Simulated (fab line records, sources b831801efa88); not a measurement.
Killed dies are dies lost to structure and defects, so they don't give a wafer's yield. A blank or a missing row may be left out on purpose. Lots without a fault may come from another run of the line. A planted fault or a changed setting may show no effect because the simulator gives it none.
fab line records | flow gf180mcu
record lots=5 wafers=15 last_day=33
route steps=602 shown SALICIDE@283 CONTACT@287 M1@315
lots that met no fault: from a run of the same line without faults
start_h: hours from the record's first day to the start of the lot's first wafer shown | wait_h: hours since the lot's step before | " the same as in the row above | L1.1+2: a row that stands for several wafers | - no value, or no start given | * or withheld: withheld | < > ~ a bound
route shown NAME@n: a module of which the file shows steps, and the number in the route of the first | usual: mean/standard deviation of fault-free wafers | same: alike in all rows | chamber/n: place in a boat | sites: the reading at each site | _std_site: their standard deviation | _edge_site: outer sites' mean less inner sites' | radius_mm: how far each site lies from the wafer's centre | mask NAME#n: copy n | behind: the tool/chamber that last shaped the wafer | hold: why the lot was held/for how many hours/how that ended | device: the transistor (n, p or np) that didn't switch | end of line: the same wafers' tests at the end of the route | a step without rows: its recipe alone | killed: dies lost to structure and defects at the first sort, not the wafer's yield | map: a wafer's dies, x killed, . not, _ none there
set.NAME: the setting as run; set.NAME@STEP: as run at that earlier step | model.NAME: the simulator's own value behind a step, which no gauge read
lots at some steps of the route; a table a step, a row a wafer
services: from which hour (start_h, from the record's first day; less than 0 if before it) a tool's chamber was out of use, for how many hours, and why
## steps
# step GF_SALICIDE_THK_MEAS_05
# recipe thk_meas_gauge=xrf reads=TiN_of_SALICIDE_SPUTTER_03
# usual SALICIDE_TIN_THK=19.94/0.24
# columns lot.wafer tool chamber start_h wait_h SALICIDE_TIN_THK[nm]
L079.1 film_metro-03 - 380.07 0.1 19.59
L079.4 " - " " 19.57
L079.6 " - " " 19.71
L081.3 film_metro-03 - 401.04 0.1 19.99
L081.4 " - " " 20.23
L081.5 " - " " 19.93
L082.3 film_metro-03 - 410.10 0.1 19.82
L082.4 " - " " 19.86
L082.5 " - " " 19.85
L086.2 film_metro-02 - 447.83 0.1 19.81
L086.3 " - " " 19.82
L086.6 " - " " 19.84
L089.1 film_metro-02 - 490.57 0.1 20.11
L089.2 " - " " 20.21
L089.6 " - " " 20.32
# step GF_SALICIDE_RTA_06
# recipe temp_c=530 time_s=30 ambient=N2
# usual chamber_o2_ppm=2.000/0.02 lamp_power_pct=6.0/0.33 wafer_temp_C_max=531.8/0.59
# columns lot.wafer tool chamber start_h wait_h chamber_o2_ppm lamp_power_pct wafer_temp_C_max
L079.1 rtp_anneal-01 0 380.13 0.1 1.990 5.7 531.9
L079.4 " 0 " " 1.966 5.7 531.8
L079.6 " 0 " " 1.946 5.7 531.3
L081.3 rtp_anneal-02 0 401.11 0.1 2.009 6.4 531.2
L081.4 " 0 " " 1.985 6.4 532.0
L081.5 " 0 " " 2.022 6.4 531.3
L082.3 rtp_anneal-01 0 410.18 0.1 2.003 5.7 531.5
L082.4 " 0 " " 2.005 5.7 532.1
L082.5 " 0 " " 1.994 5.7 531.9
L086.2 rtp_anneal-01 0 447.90 0.1 1.976 5.7 532.4
L086.3 " 0 " " 2.001 5.7 531.9
L086.6 " 0 " " 1.984 5.7 532.4
L089.1 rtp_anneal-02 0 490.63 0.1 2.013 6.4 531.4
L089.2 " 0 " " 1.981 6.4 530.9
L089.6 " 0 " " 2.023 6.4 531.6
# step GF_SALICIDE_WET_ETCH_07
# recipe chemistry=SPM target_depth_nm=120 dry=n2_spin
# columns lot.wafer tool chamber start_h wait_h
L079.1+4+6 wet_bench-04 3 380.23 0.1
L081.3+4+5 wet_bench-04 0 401.18 0.1
L082.3+4+5 wet_bench-04 1 410.24 0.1
L086.2+3+6 wet_bench-04 1 447.98 0.1
L089.1+2+6 wet_bench-04 3 490.73 0.1
# step GF_SALICIDE_RTA_08
# recipe temp_c=800 time_s=30 ambient=N2
# usual chamber_o2_ppm=1.993/0.02 lamp_power_pct=17.2/0.86 wafer_temp_C_max=802.3/0.74
# columns lot.wafer tool chamber start_h wait_h chamber_o2_ppm lamp_power_pct wafer_temp_C_max
L079.1 rtp_anneal-02 0 380.32 0.0 1.964 17.7 802.3
L079.4 " 0 " " 1.948 17.7 802.0
L079.6 " 0 " " 1.964 17.7 801.6
L081.3 rtp_anneal-01 0 401.30 0.0 1.994 15.8 803.1
L081.4 " 0 " " 2.008 15.8 803.2
L081.5 " 0 " " 1.979 15.8 803.8
L082.3 rtp_anneal-02 0 410.40 0.1 1.975 17.7 803.6
L082.4 " 0 " " 1.975 17.7 801.9
L082.5 " 0 " " 2.007 17.7 802.1
L086.2 rtp_anneal-02 0 448.10 0.0 1.988 17.7 802.7
L086.3 " 0 " " 1.961 17.7 801.1
L086.6 " 0 " " 1.969 17.7 801.9
L089.1 rtp_anneal-02 0 490.82 0.0 2.024 17.7 802.0
L089.2 " 0 " " 2.011 17.7 801.7
L089.6 " 0 " " 2.000 17.7 801.4
# step GF_CONTACT_CVD_00
# recipe material=SiO2 target_thk_nm=300 sigma_open_frac=0.3 temp_c=400 time_s=50 sih4_flow_sccm=60 pressure_mtorr=6
# columns lot.wafer tool chamber start_h wait_h
L079.1+4+6 hdpcvd-02 2,0,1 380.42 0.1
L081.3+4+5 hdpcvd-02 2,2,0 401.37 0.1
L082.3+4+5 hdpcvd-01 2,0,2 410.54 0.1
L086.2+3+6 hdpcvd-01 2,0,1 448.18 0.1
L089.1+2+6 hdpcvd-01 1,2,0 490.92 0.1
# step GF_CONTACT_THK_MEAS_01
# recipe reads=SiO2_of_CONTACT_CVD_00
# usual CONTACT_CVD_00_THK=298.9/2.5
# columns lot.wafer tool chamber start_h wait_h CONTACT_CVD_00_THK[nm]
L079.1 film_metro-04 - 380.47 0.0 298.4
L079.4 " - " " 299.0
L079.6 " - " " 298.3
L081.3 film_metro-02 - 401.43 0.0 299.9
L081.4 " - " " 298.7
L081.5 " - " " 300.0
L082.3 film_metro-02 - 410.60 0.0 297.0
L082.4 " - " " 299.3
L082.5 " - " " 298.4
L086.2 film_metro-04 - 448.23 0.0 302.3
L086.3 " - " " 300.9
L086.6 " - " " 304.1
L089.1 film_metro-02 - 490.97 0.0 298.0
L089.2 " - " " 300.6
L089.6 " - " " 296.3
# step GF_CONTACT_CVD_02
# recipe material=SiO2 target_thk_nm=860 precursor=TEOS temp_c=400 time_s=95.992 rf_w=600
# usual heater_power_w=648/74
# columns lot.wafer tool chamber start_h wait_h heater_power_w
L079.1 pecvd-03 1 380.53 0.1 572
L079.4 " 1 " " 615
L079.6 " 0 " " 769
L081.3 pecvd-02 1 401.47 0.0 661
L081.4 " 2 " " 670
L081.5 " 0 " " 601
L082.3 pecvd-03 0 410.64 0.0 742
L082.4 " 1 " " 591
L082.5 " 0 " " 783
L086.2 pecvd-03 1 448.28 0.0 539
L086.3 " 0 " " 647
L086.6 " 2 " " 771
L089.1 pecvd-02 1 491.03 0.1 604
L089.2 " 0 " " 630
L089.6 " 0 " " 528
# step GF_CONTACT_THK_MEAS_03
# recipe reads=SiO2_of_CONTACT_CVD_02
# usual CONTACT_CVD_02_THK=856/11
# columns lot.wafer tool chamber start_h wait_h CONTACT_CVD_02_THK[nm]
L079.1 film_metro-02 - 380.60 0.0 844
L079.4 " - " " 855
L079.6 " - " " 861
L081.3 film_metro-04 - 401.56 0.1 840
L081.4 " - " " 862
L081.5 " - " " 856
L082.3 film_metro-01 - 410.73 0.1 856
L082.4 " - " " 867
L082.5 " - " " 870
L086.2 film_metro-01 - 448.36 0.0 852
L086.3 " - " " 848
L086.6 " - " " 871
L089.1 film_metro-01 - 491.13 0.1 844
L089.2 " - " " 839
L089.6 " - " " 847
# step GF_CONTACT_CMP_04
# recipe material=SiO2 down_force_psi=4 platen_rpm=60 pad_velocity_m_s=0.94248
# usual motor_current_A=12.1/1.2 time_to_endpoint_s=113/5.4
# columns lot.wafer tool chamber start_h wait_h motor_current_A time_to_endpoint_s
L079.1 cmp-01 2 380.66 0.1 11.0 108
L079.4 " 1 " " 11.1 111
L079.6 " 2 " " 11.2 118
L081.3 cmp-01 1 401.65 0.1 11.2 113
L081.4 " 2 " " 11.0 123
L081.5 " 1 " " 10.9 119
L082.3 cmp-01 1 410.87 0.1 11.1 116
L082.4 " 2 " " 10.4 117
L082.5 " 0 " " 13.6 116
L086.3 cmp-01 1 448.46 0.1 11.4 112
L086.2 " 3 " " 13.8 110
L086.6 " 1 " " 10.9 120
L089.2 cmp-01 3 491.24 0.1 12.7 106
L089.1 " 1 " " 11.0 108
L089.6 " 2 " " 10.3 111
# step GF_CONTACT_BOW_MEAS_05
# recipe mode=bow
# usual CONTACT_BOW=65/7
# columns lot.wafer tool chamber start_h wait_h CONTACT_BOW[um]
L079.1 film_metro-04 - 380.96 0.2 64
L079.4 " - " " 75
L079.6 " - " " 62
L081.3 film_metro-04 - 401.94 0.2 68
L081.4 " - " " 60
L081.5 " - " " 57
L082.3 film_metro-02 - 411.11 0.2 58
L082.4 " - " " 59
L082.5 " - " " 62
L086.2 film_metro-04 - 448.73 0.1 70
L086.3 " - " " 77
L086.6 " - " " 54
L089.1 film_metro-01 - 491.49 0.1 63
L089.2 " - " " 72
L089.6 " - " " 69
# step GF_CONTACT_DEHYDRATE_06
# recipe temp_c=200 time_s=60
# usual chill_plate_temp_C=23.00/0.1
# columns lot.wafer tool chamber start_h wait_h chill_plate_temp_C
L079.1 litho_track-01 0 392.10 11.1 23.13
L079.4 " 0 " " 23.11
L079.6 " 0 " " 22.89
L081.3 litho_track-01 0 413.60 11.6 23.01
L081.4 " 0 " " 22.97
L081.5 " 0 " " 23.03
L082.3 litho_track-01 0 422.15 11.0 22.94
L082.4 " 0 " " 22.79
L082.5 " 0 " " 22.81
L086.2 litho_track-02 0 460.58 11.8 22.98
L086.3 " 0 " " 22.92
L086.6 " 0 " " 22.96
L089.1 litho_track-01 0 502.35 10.8 22.88
L089.2 " 0 " " 23.05
L089.6 " 0 " " 22.89
# step GF_CONTACT_HMDS_07
# recipe prime_time_s=60 prime_temp_c=120
# usual chill_plate_temp_C=22.98/0.11
# columns lot.wafer tool chamber start_h wait_h chill_plate_temp_C
L079.1 litho_track-01 0 392.25 0.1 22.89
L079.4 " 0 " " 23.10
L079.6 " 0 " " 23.18
L081.3 litho_track-01 0 413.75 0.1 22.85
L081.4 " 0 " " 22.92
L081.5 " 0 " " 22.87
L082.3 litho_track-01 0 422.30 0.1 22.77
L082.4 " 0 " " 22.87
L082.5 " 0 " " 22.95
L086.2 litho_track-02 0 460.73 0.1 23.08
L086.3 " 0 " " 23.22
L086.6 " 0 " " 23.06
L089.1 litho_track-01 0 502.50 0.1 22.85
L089.2 " 0 " " 23.01
L089.6 " 0 " " 22.79
# step GF_CONTACT_COAT_08
# recipe resist=BARC temp_c=withheld time_s=withheld spin_rpm=withheld resist_thk_nm=withheld
# usual chill_plate_temp_C=*
# columns lot.wafer tool chamber start_h wait_h chill_plate_temp_C
L079.1 litho_track-01 0 392.40 0.1 *
L079.4 " 0 " " *
L079.6 " 0 " " *
L081.3 litho_track-01 0 413.90 0.1 *
L081.4 " 0 " " *
L081.5 " 0 " " *
L082.3 litho_track-01 0 422.45 0.1 *
L082.4 " 0 " " *
L082.5 " 0 " " *
L086.2 litho_track-02 0 460.88 0.1 *
L086.3 " 0 " " *
L086.6 " 0 " " *
L089.1 litho_track-01 0 502.65 0.1 *
L089.2 " 0 " " *
L089.6 " 0 " " *
# step GF_CONTACT_COAT_09
# recipe resist=KrF spin_rpm=withheld resist_thk_nm=1000
# usual chill_plate_temp_C=22.99/0.12
# columns lot.wafer tool chamber start_h wait_h chill_plate_temp_C
L079.1 litho_track-01 0 - - 23.09
L079.4 " 0 " " 23.11
L079.6 " 0 " " 23.15
L081.3 litho_track-01 0 - - 23.18
L081.4 " 0 " " 23.07
L081.5 " 0 " " 23.17
L082.3 litho_track-01 0 - - 22.76
L082.4 " 0 " " 22.97
L082.5 " 0 " " 22.81
L086.2 litho_track-02 0 - - 23.01
L086.3 " 0 " " 23.13
L086.6 " 0 " " 23.06
L089.1 litho_track-01 0 - - 22.88
L089.2 " 0 " " 23.03
L089.6 " 0 " " 23.00
# step GF_CONTACT_SOFTBAKE_10
# recipe temp_c=130 time_s=60 resist=KrF
# usual chill_plate_temp_C=23.00/0.11
# columns lot.wafer tool chamber start_h wait_h chill_plate_temp_C
L079.1 litho_track-01 0 - - 22.86
L079.4 " 0 " " 22.97
L079.6 " 0 " " 22.91
L081.3 litho_track-01 0 - - 22.90
L081.4 " 0 " " 22.92
L081.5 " 0 " " 22.91
L082.3 litho_track-01 0 - - 23.02
L082.4 " 0 " " 23.15
L082.5 " 0 " " 23.03
L086.2 litho_track-02 0 - - 23.30
L086.3 " 0 " " 23.11
L086.6 " 0 " " 23.09
L089.1 litho_track-01 0 - - 23.01
L089.2 " 0 " " 23.06
L089.6 " 0 " " 22.97
# step GF_CONTACT_EXPOSE_11
# recipe mask_id=Contact target_cd_nm=220 na=0.68 source_shape=conventional sigma_outer=0.6 dose_mj=38
# usual exposure_dose_mJ_cm2=37.95/0.044 reticle_temp_C=22.99/0.098
# same sigma_outer=0.6
# columns lot.wafer tool chamber start_h wait_h mask exposure_dose_mJ_cm2 reticle_temp_C
L079.1 krf_scanner-02 0 - - Contact#0 37.97 22.80
L079.4 " 0 " " Contact#0 37.92 22.98
L079.6 " 0 " " Contact#0 37.94 23.03
L081.3 krf_scanner-01 0 - - Contact#0 37.98 23.05
L081.4 " 0 " " Contact#0 37.96 23.02
L081.5 " 0 " " Contact#0 38.01 23.08
L082.3 krf_scanner-01 0 - - Contact#0 37.88 22.96
L082.4 " 0 " " Contact#0 37.94 23.15
L082.5 " 0 " " Contact#0 37.91 22.93
L086.2 krf_scanner-01 0 - - Contact#0 38.03 23.02
L086.3 " 0 " " Contact#0 37.97 23.05
L086.6 " 0 " " Contact#0 38.01 22.96
L089.1 krf_scanner-01 0 - - Contact#0 37.98 22.93
L089.2 " 0 " " Contact#0 37.93 23.04
L089.6 " 0 " " Contact#0 37.94 23.09
# step GF_CONTACT_PEB_12
# recipe peb_temp_c=135 peb_time_s=90 resist=KrF
# usual chill_plate_temp_C=22.98/0.096
# columns lot.wafer tool chamber start_h wait_h chill_plate_temp_C
L079.1 litho_track-03 0 - - 22.93
L079.4 " 0 " " 23.02
L079.6 " 0 " " 22.92
L081.3 litho_track-01 0 - - 22.86
L081.4 " 0 " " 22.88
L081.5 " 0 " " 22.86
L082.3 litho_track-02 0 - - 22.92
L082.4 " 0 " " 22.95
L082.5 " 0 " " 23.12
L086.2 litho_track-03 0 - - 23.03
L086.3 " 0 " " 23.05
L086.6 " 0 " " 23.02
L089.1 litho_track-02 0 - - 22.94
L089.2 " 0 " " 23.09
L089.6 " 0 " " 23.00
# step GF_CONTACT_DEVELOP_13
# recipe develop_time_s=60 resist=KrF dev_temp_c=21
# usual chill_plate_temp_C=23.00/0.094 developer_temp_C=21.01/0.11
# columns lot.wafer tool chamber start_h wait_h chill_plate_temp_C developer_temp_C
L079.1 litho_track-03 0 404.00 0.2 22.87 21.05
L079.4 " 0 " " 22.98 21.10
L079.6 " 0 " " 23.02 21.09
L081.3 litho_track-01 0 426.10 0.1 23.21 20.78
L081.4 " 0 " " 23.04 20.86
L081.5 " 0 " " 23.01 20.94
L082.3 litho_track-02 0 435.31 0.1 22.92 20.87
L082.4 " 0 " " 23.05 21.01
L082.5 " 0 " " 23.03 21.01
L086.2 litho_track-03 0 472.72 0.2 22.88 21.02
L086.3 " 0 " " 23.05 21.06
L086.6 " 0 " " 22.97 21.09
L089.1 litho_track-02 0 514.86 0.2 22.94 20.90
L089.2 " 0 " " 22.86 20.89
L089.6 " 0 " " 22.95 21.02
# step GF_CONTACT_CD_MEAS_14
# recipe target_cd_nm=220
# usual cd_nm=220.1/1.3
# columns lot.wafer tool chamber start_h wait_h cd_nm
L079.1 cd_sem-02 - 404.15 0.1 220.7
L079.4 " - " " 221.8
L079.6 " - " " 220.7
L081.3 cd_sem-02 - 426.24 0.1 220.6
L081.4 " - " " 219.6
L081.5 " - " " 221.2
L082.3 cd_sem-02 - 435.45 0.1 219.4
L082.4 " - " " 219.3
L082.5 " - " " 219.8
L086.2 cd_sem-02 - 472.87 0.1 220.1
L086.3 " - " " 218.8
L086.6 " - " " 220.5
L089.1 cd_sem-01 - 515.01 0.1 221.3
L089.2 " - " " 220.2
L089.6 " - " " 220.9
# step GF_CONTACT_OVL_MEAS_15
# usual CONTACT_OVL=-1/5.3
# columns lot.wafer tool chamber start_h wait_h CONTACT_OVL[nm]
L079.1 overlay-02 - 404.27 0.1 7
L079.4 " - " " 4
L079.6 " - " " 1
L081.3 overlay-02 - 426.34 0.1 0
L081.4 " - " " -10
L081.5 " - " " -3
L082.3 overlay-02 - 435.54 0.1 -1
L082.4 " - " " -3
L082.5 " - " " -4
L086.2 overlay-01 - 472.97 0.1 -8
L086.3 " - " " 2
L086.6 " - " " 0
L089.1 overlay-01 - 515.13 0.1 -1
L089.2 " - " " -3
L089.6 " - " " -9
# step GF_CONTACT_ETCH_16
# recipe chemistry=N2/H2 target_depth_a=withheld overetch_a=withheld time_s=withheld target=BARC ion_energy_ev=200 source_w=500 bias_w=98.3 pressure_mtorr=30 n2_flow_sccm=100 h2_flow_sccm=200
# usual drypump_motor_current_A=5.7/0.51 h2_flow_sccm=200.0/0.65 oes_product_au=0.854/0.0043 throttle_valve_pct=13.224/0.0093
# columns lot.wafer tool chamber start_h wait_h drypump_motor_current_A h2_flow_sccm oes_product_au throttle_valve_pct
L079.1 rie_diel-02 1 404.30 0.0 5.7 201.1 0.844 13.231
L079.4 " 3 " " 4.8 198.6 0.860 13.227
L079.6 " 3 " " 4.8 199.2 0.850 13.217
L081.3 rie_diel-03 1 426.36 0.0 5.7 199.0 0.851 13.233
L081.4 " 3 " " 5.0 201.0 0.854 13.242
L081.5 " 0 " " 5.8 199.9 0.860 13.222
L082.3 rie_diel-04 0 435.56 0.0 5.0 200.5 0.864 13.229
L082.4 " 2 " " 6.2 198.8 0.851 13.225
L082.5 " 2 " " 6.2 199.3 0.851 13.214
L086.2 rie_diel-02 1 473.00 0.0 5.7 200.0 0.856 13.225
L086.3 " 0 " " 5.8 200.5 0.859 13.214
L086.6 " 0 " " 5.8 201.2 0.856 13.233
L089.1 rie_diel-04 1 515.16 0.0 6.0 200.1 0.853 13.223
L089.2 " 3 " " 6.3 200.7 0.853 13.211
L089.6 " 1 " " 6.0 200.8 0.852 13.243
# step GF_CONTACT_ETCH_17
# recipe chemistry=C4F8/O2/Ar mask_material=KrF target=SiO2 stop_on=CoSi2 source_w=1500 bias_w=1200 pressure_mtorr=40 c4f8_flow_sccm=withheld O2_flow_sccm=6 Ar_flow_sccm=300 time_s=withheld target_depth_a=8600
# usual oes_product_au=0.814/0.0051
# columns lot.wafer tool chamber start_h wait_h oes_product_au
L079.1 rie_diel-02 1 - - 0.819
L079.4 " 3 " " 0.813
L079.6 " 3 " " 0.810
L081.3 rie_diel-03 1 - - 0.813
L081.4 " 3 " " 0.817
L081.5 " 0 " " 0.823
L082.3 rie_diel-04 0 - - 0.819
L082.4 " 2 " " 0.818
L082.5 " 2 " " 0.811
L086.2 rie_diel-02 1 - - 0.815
L086.3 " 0 " " 0.819
L086.6 " 0 " " 0.813
L089.1 rie_diel-04 1 - - 0.824
L089.2 " 3 " " 0.820
L089.6 " 1 " " 0.809
# step GF_CONTACT_STRIP_18
# recipe chemistry=O2/N2 power_w=1400 pressure_mtorr=1500 platen_temp_c=250 o2_flow_sccm=3000 n2_flow_sccm=300 overash_fraction=0.5
# usual drypump_motor_current_A=5.8/0.31 heater_power_w=317/19 oes_product_au=0.580/0.0051
# columns lot.wafer tool chamber start_h wait_h drypump_motor_current_A heater_power_w oes_product_au rf_hours_counter_h
L079.1 plasma_asher-03 0 404.47 - 5.5 301 0.587 76
L079.4 " 1 " " 5.7 316 0.592 -
L079.6 " 0 " " 5.5 304 0.583 -
L081.3 plasma_asher-02 0 426.56 - 5.6 267 0.580 -
L081.4 " 1 " " 5.7 342 0.578 -
L081.5 " 1 " " 5.8 340 0.586 -
L082.3 plasma_asher-02 1 435.76 - 5.8 346 0.577 -
L082.4 " 0 " " 5.5 268 0.576 -
L082.5 " 0 " " 5.6 269 0.581 -
L086.2 plasma_asher-04 1 473.17 - 6.4 330 0.575 4
L086.3 " 0 " " 5.7 327 0.581 -
L086.6 " 1 " " 6.4 330 0.582 -
L089.1 plasma_asher-04 0 515.32 - 5.7 317 0.574 9
L089.2 " 1 " " 6.4 325 0.577 9
L089.6 " 1 " " 6.4 331 0.586 -
# step GF_CONTACT_CLEAN_19
# recipe chemistry=SPM
# columns lot.wafer tool chamber start_h wait_h
L079.1+4+6 wet_bench-04 1 404.57 0.1
L081.3+4+5 wet_bench-04 2 426.62 0.0
L082.3+4+5 wet_bench-04 2 435.83 0.0
L086.2+3+6 wet_bench-04 0 473.27 0.1
L089.1+2+6 wet_bench-04 1 515.42 0.1
# step GF_CONTACT_CLEAN_20
# recipe chemistry=DIW
# columns lot.wafer tool chamber start_h wait_h
L079.1+4+6 wet_bench-02 3 404.66 0.0
L081.3+4+5 wet_bench-03 3 426.72 0.0
L082.3+4+5 wet_bench-02 2 435.93 0.0
L086.2+3+6 wet_bench-03 1 473.36 0.0
L089.1+2+6 wet_bench-02 2 515.52 0.0
# step GF_CONTACT_CLEAN_21
# recipe chemistry=dHF time_s=20 dilution=100:1 dry=ipa_marangoni
# columns lot.wafer tool chamber start_h wait_h
L079.1+4+6 wet_bench-04 1 404.75 0.0
L081.3+4+5 wet_bench-02 1 426.81 0.0
L082.3+4+5 wet_bench-03 2 436.02 0.0
L086.2+3+6 wet_bench-02 2 473.45 0.0
L089.1+2+6 wet_bench-03 1 515.72 0.0
# step GF_CONTACT_SPUTTER_22
# recipe material=Ti target_thk_nm=15 chamber_pressure_pa=5 power_w=2500 substrate_temp_c=200 time_s=80.02
# usual throttle_valve_pct=30.5/0.86
# columns lot.wafer tool chamber start_h wait_h throttle_valve_pct
L079.1 pvd_sputter-03 - 404.76 0.0 30.4
L079.4 " - " " 30.2
L079.6 " - " " 30.4
L081.3 pvd_sputter-03 - 426.83 0.0 30.0
L081.4 " - " " 29.8
L081.5 " - " " 30.6
L082.3 pvd_sputter-01 - 436.03 0.0 30.0
L082.4 " - " " 31.2
L082.5 " - " " 33.0
L086.2 pvd_sputter-03 - 473.46 0.0 29.3
L086.3 " - " " 30.2
L086.6 " - " " 30.0
L089.1 pvd_sputter-02 - 515.74 0.0 31.0
L089.2 " - " " 30.1
L089.6 " - " " 30.2
# step GF_CONTACT_SPUTTER_23
# recipe material=TiN target_thk_nm=10 chamber_pressure_pa=5 power_w=4000 time_s=40
# usual throttle_valve_pct=30.5/0.88
# columns lot.wafer tool chamber start_h wait_h throttle_valve_pct
L079.1 pvd_sputter-03 - 404.83 0.0 30.5
L079.4 " - " " 30.2
L079.6 " - " " 30.4
L081.3 pvd_sputter-03 - 426.89 0.0 30.3
L081.4 " - " " 29.8
L081.5 " - " " 30.4
L082.3 pvd_sputter-01 - 436.09 0.0 29.9
L082.4 " - " " 31.4
L082.5 " - " " 33.2
L086.2 pvd_sputter-03 - 473.53 0.0 29.5
L086.3 " - " " 30.5
L086.6 " - " " 30.0
L089.1 pvd_sputter-02 - 515.80 0.0 31.2
L089.2 " - " " 29.9
L089.6 " - " " 30.3
# step GF_CONTACT_CVD_24
# recipe material=W target_thk_nm=300 time_s=90.339 temp_c=400 pressure_torr=40
# usual heater_power_w=899/66
# columns lot.wafer tool chamber start_h wait_h heater_power_w
L079.1 cvd_w-02 0 404.86 0.0 857
L079.4 " 0 " " 866
L079.6 " 0 " " 847
L081.3 cvd_w-02 1 426.96 0.1 939
L081.4 " 0 " " 859
L081.5 " 1 " " 923
L082.3 cvd_w-01 1 436.16 0.1 951
L082.4 " 0 " " 818
L082.5 " 1 " " 952
L086.2 cvd_w-02 0 473.56 0.0 851
L086.3 " 1 " " 920
L086.6 " 0 " " 870
L089.1 cvd_w-01 1 515.84 0.0 947
L089.2 " 0 " " 834
L089.6 " 0 " " 815
# step GF_CONTACT_RS_MEAS_25
# recipe thk_meas_gauge=four-point-probe reads=W_of_CONTACT_CVD_24+TiN_of_CONTACT_SPUTTER_23+Ti_of_CONTACT_SPUTTER_22
# usual CONTACT_W_RS=0.382/0.006
# columns lot.wafer tool chamber start_h wait_h CONTACT_W_RS[ohm/sq]
L079.1 film_metro-02 - 404.96 0.1 0.395
L079.4 " - " " 0.389
L079.6 " - " " 0.393
L081.3 film_metro-01 - 427.07 0.1 0.379
L081.4 " - " " 0.392
L081.5 " - " " 0.378
L082.3 film_metro-01 - 436.27 0.1 0.383
L082.4 " - " " 0.380
L082.5 " - " " 0.383
L086.2 film_metro-01 - 473.68 0.1 0.395
L086.3 " - " " 0.377
L086.6 " - " " 0.391
L089.1 film_metro-01 - 515.95 0.1 0.389
L089.2 " - " " 0.389
L089.6 " - " " 0.387
# step GF_CONTACT_THK_MEAS_26
# recipe thk_meas_gauge=xrf reads=W_of_CONTACT_CVD_24
# usual CONTACT_W_THK=302/5.4
# columns lot.wafer tool chamber start_h wait_h CONTACT_W_THK[nm]
L079.1 film_metro-02 - 405.08 0.1 294
L079.4 " - " " 299
L079.6 " - " " 295
L081.3 film_metro-01 - 427.17 0.1 304
L081.4 " - " " 294
L081.5 " - " " 308
L082.3 film_metro-01 - 436.37 0.1 300
L082.4 " - " " 299
L082.5 " - " " 298
L086.2 film_metro-01 - 473.79 0.1 290
L086.3 " - " " 304
L086.6 " - " " 295
L089.1 film_metro-01 - 516.07 0.1 298
L089.2 " - " " 295
L089.6 " - " " 298
# step GF_CONTACT_CMP_27
# recipe stop_on=SiO2 down_force_psi=3.5 platen_rpm=60 t_overpolish_s=15 target_thk_nm=0 pad_velocity_m_s=0.94248
# usual motor_current_A=11.0/1 overpolish_run_s=15.000/0.0079 time_to_endpoint_s=74.5/2.9
# columns lot.wafer tool chamber start_h wait_h motor_current_A overpolish_run_s time_to_endpoint_s
L079.1 cmp-01 2 405.14 0.1 9.9 15.001 74.8
L079.4 " 1 " " 10.0 15.006 75.9
L079.6 " 2 " " 10.0 14.984 77.2
L081.4 cmp-02 0 427.31 0.1 11.2 15.005 68.3
L081.3 " 1 " " 11.9 14.999 73.5
L081.5 " 3 " " 12.0 15.001 72.1
L082.3 cmp-01 1 436.46 0.1 10.4 14.999 77.1
L082.4 " 2 " " 9.7 14.999 78.4
L082.5 " 1 " " 10.5 15.008 77.6
L086.3 cmp-02 0 473.84 0.0 10.7 15.003 71.8
L086.2 " 1 " " 11.8 14.992 71.1
L086.6 " 1 " " 11.5 15.003 70.8
L089.1 cmp-01 1 516.18 0.1 10.0 14.999 75.7
L089.2 " 2 " " 9.4 14.997 75.2
L089.6 " 1 " " 10.4 15.005 72.0
# step GF_M1_SPUTTER_00
# recipe material=Ti target_thk_nm=37.5 arriving_ion_energy_ev=80 substrate_temp_c=200 chamber_pressure_pa=2 power_w=4000 time_s=150
# usual throttle_valve_pct=30.5/0.61
# columns lot.wafer tool chamber start_h wait_h throttle_valve_pct
L079.1 pvd_sputter-02 - 405.44 0.2 30.1
L079.4 " - " " 30.1
L079.6 " - " " 29.9
L081.3 pvd_sputter-04 - 427.51 0.1 31.2
L081.4 " - " " 29.7
L081.5 " - " " 31.2
L082.3 pvd_sputter-03 - 436.71 0.2 29.7
L082.4 " - " " 30.4
L082.5 " - " " 29.9
L086.2 pvd_sputter-03 - 474.14 0.2 30.2
L086.3 " - " " 29.5
L086.6 " - " " 30.4
L089.1 pvd_sputter-03 - 516.43 0.2 30.3
L089.2 " - " " 29.4
L089.6 " - " " 29.2
# step GF_M1_SPUTTER_01
# recipe material=TiN target_thk_nm=30 power_w=6500 time_s=25 chamber_pressure_pa=0.4
# usual throttle_valve_pct=30.5/0.6
# columns lot.wafer tool chamber start_h wait_h throttle_valve_pct
L079.1 pvd_sputter-02 - 405.54 0.1 30.0
L079.4 " - " " 30.1
L079.6 " - " " 29.9
L081.3 pvd_sputter-04 - 427.61 0.1 31.2
L081.4 " - " " 29.8
L081.5 " - " " 31.5
L082.3 pvd_sputter-03 - 436.81 0.1 29.7
L082.4 " - " " 30.5
L082.5 " - " " 29.9
L086.2 pvd_sputter-03 - 474.24 0.1 30.2
L086.3 " - " " 29.4
L086.6 " - " " 30.3
L089.1 pvd_sputter-03 - 516.53 0.1 30.6
L089.2 " - " " 29.4
L089.6 " - " " 29.4
# step GF_M1_SPUTTER_02
# recipe material=AlCu target_thk_nm=450 power_w=10600 time_s=23.9 chamber_pressure_pa=0.4
# usual throttle_valve_pct=30.5/0.6
# columns lot.wafer tool chamber start_h wait_h throttle_valve_pct
L079.1 pvd_sputter-02 - 405.58 0.0 30.0
L079.4 " - " " 30.0
L079.6 " - " " 29.9
L081.3 pvd_sputter-04 - 427.64 0.0 31.4
L081.4 " - " " 29.6
L081.5 " - " " 31.4
L082.3 pvd_sputter-03 - 436.84 0.0 29.4
L082.4 " - " " 30.3
L082.5 " - " " 29.8
L086.2 pvd_sputter-03 - 474.28 0.0 30.6
L086.3 " - " " 29.3
L086.6 " - " " 30.3
L089.1 pvd_sputter-03 - 516.56 0.0 30.4
L089.2 " - " " 29.4
L089.6 " - " " 29.6
## services
# columns tool chamber start_h hours kind
hdpcvd-02 2 358.22 4.9 repair
krf_scanner-01 - 361.34 0.8 pm
krf_scanner-01 - 367.24 7.2 pm
cvd_w-01 - 371.81 4.3 pm
pecvd-02 - 374.98 14.6 pm
cvd_w-02 0 375.91 8.6 repair
rie_diel-03 - 378.82 0.8 repair
krf_scanner-01 - 384.86 8.1 repair
pvd_sputter-02 - 386.39 4.0 repair
cvd_w-01 - 390.00 14.0 pm
cmp-02 - 393.87 6.3 pm
hdpcvd-01 1 394.61 2.6 repair
pecvd-03 - 405.70 1.2 repair
cvd_w-02 1 427.47 4.6 repair
krf_scanner-01 - 444.02 1.0 pm
pvd_sputter-03 - 448.92 6.1 repair
rie_diel-04 1 453.23 1.5 repair
rie_diel-02 2 458.33 23.7 repair
krf_scanner-01 - 468.57 1.3 pm
cvd_w-02 0 474.09 24.1 repair
krf_scanner-01 - 491.69 4.4 repair
cmp-01 - 492.46 1.2 repair
pvd_sputter-02 - 503.50 1.7 repair
cvd_w-02 - 516.53 0.2 repair
## key
fault none
